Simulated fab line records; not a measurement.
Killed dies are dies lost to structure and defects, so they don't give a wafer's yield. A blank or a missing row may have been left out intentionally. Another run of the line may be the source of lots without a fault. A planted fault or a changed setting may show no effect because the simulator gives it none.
Which tool did it? :: flow gf180mcu :: Sampling: 11 lots, 33 wafers, 6 of 602 route steps

WHAT THE GAUGES READ, wafer by wafer
GF_CONTACT_RS_MEAS_25: uses a four-point probe to measure.
lot: L740
measured: day 16 06:45
on: film metro-02
CONTACT_W_RS (ohm/sq): 0.378 0.378 0.372

lot: L742
measured: day 16 18:40
on: film metro-03
CONTACT_W_RS (ohm/sq): 0.382 0.379 0.378

lot: L744
measured: day 17 14:10
on: film metro-01
CONTACT_W_RS (ohm/sq): 0.384 0.383 0.380

lot: L746
measured: day 18 06:11
on: film metro-03
CONTACT_W_RS (ohm/sq): 0.387 0.385 0.386

lot: L749
measured: day 19 16:42
on: film metro-03
CONTACT_W_RS (ohm/sq): 0.389 0.382 0.382

lot: L751
measured: day 20 09:49
on: film metro-01
CONTACT_W_RS (ohm/sq): 0.384 0.385 0.386

lot: L755
measured: day 21 12:52
on: film metro-03
CONTACT_W_RS (ohm/sq): 0.335 0.334 0.336 0.336 0.335 0.336

lot: L756
measured: day 21 21:11
on: film metro-01
CONTACT_W_RS (ohm/sq): 0.336 0.339 0.340 0.336 0.338 0.339

lot: L759
measured: day 23 02:25
on: film metro-03
CONTACT_W_RS (ohm/sq): 0.380 0.380 0.380

lot: L761
measured: day 23 16:41
on: film metro-02
CONTACT_W_RS (ohm/sq): 0.379 0.382 0.377

lot: L763
measured: day 24 10:12
on: film metro-03
CONTACT_W_RS (ohm/sq): 0.381 0.377 0.379

GF_CONTACT_THK_MEAS_26: measures by xrf.
lot: L740
measured: day 16 06:52
on: film metro-02
CONTACT_W_THK (nm): 316 314 318

lot: L742
measured: day 16 18:47
on: film metro-03
CONTACT_W_THK (nm): 306 309 310

lot: L744
measured: day 17 14:16
on: film metro-01
CONTACT_W_THK (nm): 307 309 311

lot: L746
measured: day 18 06:18
on: film metro-03
CONTACT_W_THK (nm): 301 303 304

lot: L749
measured: day 19 16:47
on: film metro-03
CONTACT_W_THK (nm): 299 305 303

lot: L751
measured: day 20 09:56
on: film metro-01
CONTACT_W_THK (nm): 310 309 309

lot: L755
measured: day 21 16:37
on: film metro-03
CONTACT_W_THK (nm): 347 349 347 350 347 346

lot: L756
measured: day 22 01:10
on: film metro-01
CONTACT_W_THK (nm): 352 352 351 357 351 353

lot: L759
measured: day 23 02:32
on: film metro-03
CONTACT_W_THK (nm): 309 311 310

lot: L761
measured: day 23 16:49
on: film metro-02
CONTACT_W_THK (nm): 314 310 316

lot: L763
measured: day 24 10:19
on: film metro-03
CONTACT_W_THK (nm): 306 309 308

GF_M1_CD_MEAS_14 targets a cd of 230 nm.
lot: L740
measured: day 17 05:39
on: cd sem-02
cd nm (nm): 231.3 231.2 231.6

lot: L742
measured: day 17 18:45
on: cd sem-02
cd nm (nm): 231.6 230.8 229.8

lot: L744
measured: day 18 14:26
on: cd sem-01
cd nm (nm): 231.6 231.2 229.6

lot: L746
measured: day 19 07:17
on: cd sem-01
cd nm (nm): 229.1 228.5 229.4

lot: L749
measured: day 20 17:55
on: cd sem-01
cd nm (nm): 231.0 231.2 231.9

lot: L751
measured: day 21 10:42
on: cd sem-02
cd nm (nm): 229.8 229.4 230.2

lot: L755
measured: day 22 13:04
on: cd sem-01
cd nm (nm): 231.3 231.9 231.3

lot: L756
measured: day 22 20:55
on: cd sem-01
cd nm (nm): 230.8 231.1 230.9

lot: L759
measured: day 24 01:21
on: cd sem-02
cd nm (nm): 230.8 231.6 230.2

lot: L761
measured: day 24 15:15
on: cd sem-02
cd nm (nm): 231.1 230.7 231.1

lot: L763
measured: day 25 09:13
on: cd sem-01
cd nm (nm): 231.2 230.4 231.6

WHAT TOOL EACH LOT RAN ON (gives the tool, then ch and the chambers of the sampled wafers, and finally the start)
lot: L740
GF_SALICIDE_SPUTTER_02: pvd sputter-04, day 15 06:43
GF_CONTACT_CVD_24: cvd w-01 ch 0,1, day 16 06:39
GF_CONTACT_CMP_27: cmp-01 ch 0,1,3, day 16 07:05

lot: L742
GF_SALICIDE_SPUTTER_02: pvd sputter-04, day 15 18:50
GF_CONTACT_CVD_24: cvd w-02 ch 0,1, day 16 18:34
GF_CONTACT_CMP_27: cmp-02 ch 1,2, day 16 18:51

lot: L744
GF_SALICIDE_SPUTTER_02: pvd sputter-01, day 16 13:22
GF_CONTACT_CVD_24: cvd w-02 ch 0,1, day 17 14:02
GF_CONTACT_CMP_27: cmp-02 ch 0,1,3, day 17 14:28

lot: L746
GF_SALICIDE_SPUTTER_02: pvd sputter-01, day 17 04:46
GF_CONTACT_CVD_24: cvd w-02 ch 0,1, day 18 06:04
GF_CONTACT_CMP_27: cmp-01 ch 0,1,3, day 18 06:27

lot: L749
GF_SALICIDE_SPUTTER_02: pvd sputter-03, day 18 14:23
GF_CONTACT_CVD_24: cvd w-01 ch 0,1, day 19 16:34
GF_CONTACT_CMP_27: cmp-01 ch 0,3, day 19 16:52

lot: L751
GF_SALICIDE_SPUTTER_02: pvd sputter-03, day 19 07:25
GF_CONTACT_CVD_24: cvd w-01 ch 0,1, day 20 09:43
GF_CONTACT_CMP_27: cmp-01 ch 0,1, day 20 09:59

lot: L755
GF_SALICIDE_SPUTTER_02: pvd sputter-04, day 20 11:30
GF_CONTACT_CVD_24: cvd w-01 ch 0,1, day 21 12:46
GF_CONTACT_CMP_27: cmp-02 ch 1,2,3, day 22 02:54

lot: L756
GF_SALICIDE_SPUTTER_02: pvd sputter-04, day 20 19:41
GF_CONTACT_CVD_24: cvd w-01 ch 0,1, day 21 21:04
GF_CONTACT_CMP_27: cmp-02 ch 0,1,3, day 22 03:00

lot: L759
GF_SALICIDE_SPUTTER_02: pvd sputter-01, day 22 01:35
GF_CONTACT_CVD_24: cvd w-02 ch 0,1, day 23 02:19
GF_CONTACT_CMP_27: cmp-01 ch 1,3, day 23 02:36

lot: L761
GF_SALICIDE_SPUTTER_02: pvd sputter-01, day 22 15:39
GF_CONTACT_CVD_24: cvd w-02 ch 0,1, day 23 16:35
GF_CONTACT_CMP_27: cmp-02 ch 0,1,2, day 23 16:56

lot: L763
GF_SALICIDE_SPUTTER_02: pvd sputter-04, day 23 09:33
GF_CONTACT_CVD_24: cvd w-02 ch 0,1, day 24 10:06
GF_CONTACT_CMP_27: cmp-01 ch 0,1,3, day 24 10:23
- GF_SALICIDE_SPUTTER_02: material Co, target thk 10 nm, time 20 s.
- GF_CONTACT_CVD_24: deposits W, target thk 300 nm, time 90.339 s.
- GF_CONTACT_CMP_27: polishes, stops on SiO2, t overpolish 15 s, target thk 0 nm.

AS READ BY THE TOOLS THEMSELVES (means over the sampled wafers that have a number; for cases with no such wafer, the mark the record gives instead)
GF_SALICIDE_SPUTTER_02.
lot: L740
tool: pvd sputter-04
throttle valve pct (%): 29.7

lot: L742
tool: pvd sputter-04
throttle valve pct (%): 29.7

lot: L744
tool: pvd sputter-01
throttle valve pct (%): 29.7

lot: L746
tool: pvd sputter-01
throttle valve pct (%): 29.5

lot: L749
tool: pvd sputter-03
throttle valve pct (%): 30.8

lot: L751
tool: pvd sputter-03
throttle valve pct (%): 30.8

lot: L755
tool: pvd sputter-04
throttle valve pct (%): 29.8

lot: L756
tool: pvd sputter-04
throttle valve pct (%): 30.4

lot: L759
tool: pvd sputter-01
throttle valve pct (%): 29.7

lot: L761
tool: pvd sputter-01
throttle valve pct (%): 29.4

lot: L763
tool: pvd sputter-04
throttle valve pct (%): 29.5

GF_CONTACT_CVD_24.
lot: L740
tool: cvd w-01
heater power w (W): 901

lot: L742
tool: cvd w-02
heater power w (W): 749

lot: L744
tool: cvd w-02
heater power w (W): 753

lot: L746
tool: cvd w-02
heater power w (W): 795

lot: L749
tool: cvd w-01
heater power w (W): 839

lot: L751
tool: cvd w-01
heater power w (W): 842

lot: L755
tool: cvd w-01
heater power w (W): 850

lot: L756
tool: cvd w-01
heater power w (W): 851

lot: L759
tool: cvd w-02
heater power w (W): 812

lot: L761
tool: cvd w-02
heater power w (W): 739

lot: L763
tool: cvd w-02
heater power w (W): 808

GF_CONTACT_CMP_27.
lot: L740
tool: cmp-01
motor current A (A): 10.7
time to endpoint s (s): 72.1

lot: L742
tool: cmp-02
motor current A (A): 10.4
time to endpoint s (s): 72.1

lot: L744
tool: cmp-02
motor current A (A): 10.7
time to endpoint s (s): 70.9

lot: L746
tool: cmp-01
motor current A (A): 10.7
time to endpoint s (s): 73.3

lot: L749
tool: cmp-01
motor current A (A): 10.0
time to endpoint s (s): 72.1

lot: L751
tool: cmp-01
motor current A (A): 10.9
time to endpoint s (s): 70.9

lot: L755
tool: cmp-02
motor current A (A): 10.3
time to endpoint s (s): 85.0

lot: L756
tool: cmp-02
motor current A (A): 10.7
time to endpoint s (s): 83.3

lot: L759
tool: cmp-01
motor current A (A): 10.6
time to endpoint s (s): 72.6

lot: L761
tool: cmp-02
motor current A (A): 10.8
time to endpoint s (s): 75.1

lot: L763
tool: cmp-01
motor current A (A): 10.4
time to endpoint s (s): 71.0

THE ANSWER, worked out from the rows above alone
Rule: usual is defined by the lots themselves. The widest of any qualifying gaps counts: lots, ordered by their means at a reading, are off when they make up no more than a third of the lots, leave a main group of 4 or more, and stand apart from it by 3 or more times the standard deviation of that group's means. The tables above print the reading to a certain number of digits; a main group whose means all agree to those digits is not used. A lot without any number at a reading at which 4 lots or more have one is off too. All remaining lots with rows at the step are treated as sound. The gauges are gone through in route order, then the tools' own readings, and for those a lot's mean is taken as printed above. At the first step where some lot is off, the reading lying furthest off is the one used; lots without a number count as furthest.
Off: at GF_CONTACT_RS_MEAS_25 (CONTACT_W_RS), L755, L756. Main group: mean 0.381 ohm/sq, sd 0.0031.
If a tool, at a process step before that reading, ran all the lots that are off and no sound lot after the first of them, it fits. Not tried: the gauges at GF_CONTACT_RS_MEAS_25; whatever is off there is also off at GF_CONTACT_CMP_27, on other tools, and gauge error can't account for it. One fits: GF_CONTACT_CVD_24 on cvd w-01. Its last sound lot is L751 (day 20 09:43), its first lot that is off L755 (day 21 12:46): a fault that began between those two fits.

WHAT HAD BEEN PUT IN BY THE SIMULATOR
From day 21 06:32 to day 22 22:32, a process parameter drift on cvd w-01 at GF_CONTACT_CVD_24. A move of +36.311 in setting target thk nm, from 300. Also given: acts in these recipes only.
Lots struck among those shown: L755, L756. The rule above reached the same finding.
